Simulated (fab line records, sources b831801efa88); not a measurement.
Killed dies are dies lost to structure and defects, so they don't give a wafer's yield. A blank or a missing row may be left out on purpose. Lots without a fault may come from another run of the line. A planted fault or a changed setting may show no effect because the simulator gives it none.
One fault seen from 2 desks | flow gf180mcu | each desk has only its own numbers; what lay behind them comes last

THE METROLOGY DESK
What the gauges read, lot by lot, whatever tool the lot ran on: means of the sampled wafers that have a number. A lot is out of limits, marked OUT, if its mean lies more than 4 standard deviations from the usual mean; the brackets give that distance.
Columns: A = V4_OVL at GF_V4_OVL_MEAS_15, usual -3 nm
lot  | first seen here | A
L835 | day 24 09:29    | -9
L837 | day 25 01:11    | -6
L839 | day 25 20:15    | -3
L840 | day 26 05:38    | 2
L841 | day 26 10:47    | -5
L846 | day 28 05:29    | -2
L848 | day 28 19:33    | -2
L849 | day 28 23:35    | -1
L851 | day 29 11:50    | -0
L852 | day 29 20:48    | -12
L853 | day 30 02:38    | 2
L855 | day 30 13:03    | -7
L858 | day 31 12:23    | -7
This desk's finding: nothing out of limits on any of the 13 lots.

THE TOOL OWNER'S DESK: litho_track-03
The tool's own readings at GF_TOP_METAL_SOFTBAKE_10 (time 60 s): means of the sampled wafers that have a number, for each lot that ran on this tool. A lot is out of limits, marked OUT, if its mean lies more than 4 standard deviations from the usual mean; the brackets give that distance.
Columns: A = heater_power_total_W at GF_TOP_METAL_SOFTBAKE_10, usual 56.59 W; B = run_length_s at GF_TOP_METAL_SOFTBAKE_10, usual 89.12 s
lot  | first seen here | A                       | B
L841 | day 29 11:58    | 56.58                   | 89.17
L846 | day 31 04:16    | 56.59                   | 89.29
L849 | day 31 20:15    | 61.34 (+99 or more) OUT | 79.17 (-62) OUT
L851 | day 32 08:36    | 66.12 (+99 or more) OUT | 69.12 (-99 or more) OUT
L853 | day 32 19:42    | 61.31 (+99 or more) OUT | 79.23 (-62) OUT
This desk's finding: out of limits on L849, L851, L853; first on L849, day 31 20:15 (heater_power_total_W at GF_TOP_METAL_SOFTBAKE_10). In limits: L841, L846.

PUT TOGETHER
The tool owner's desk could have raised an alarm at day 31 20:15, on L849, L851, L853.
The metrology desk saw nothing out of limits.
The metrology desk has L849, L851, L853 on record, within its limits.
Of the lots named, all ran GF_TOP_METAL_SOFTBAKE_10 on litho_track-03.

WHAT THE SIMULATOR HAD PUT IN
Process parameter drift: litho_track-03, from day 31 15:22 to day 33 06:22, at GF_TOP_METAL_SOFTBAKE_10. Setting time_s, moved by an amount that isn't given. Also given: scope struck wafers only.
Lots struck among those shown: L849, L851, L853.
Hours from the fault's start to each desk's first reading out of limits: the tool owner's desk, 5.
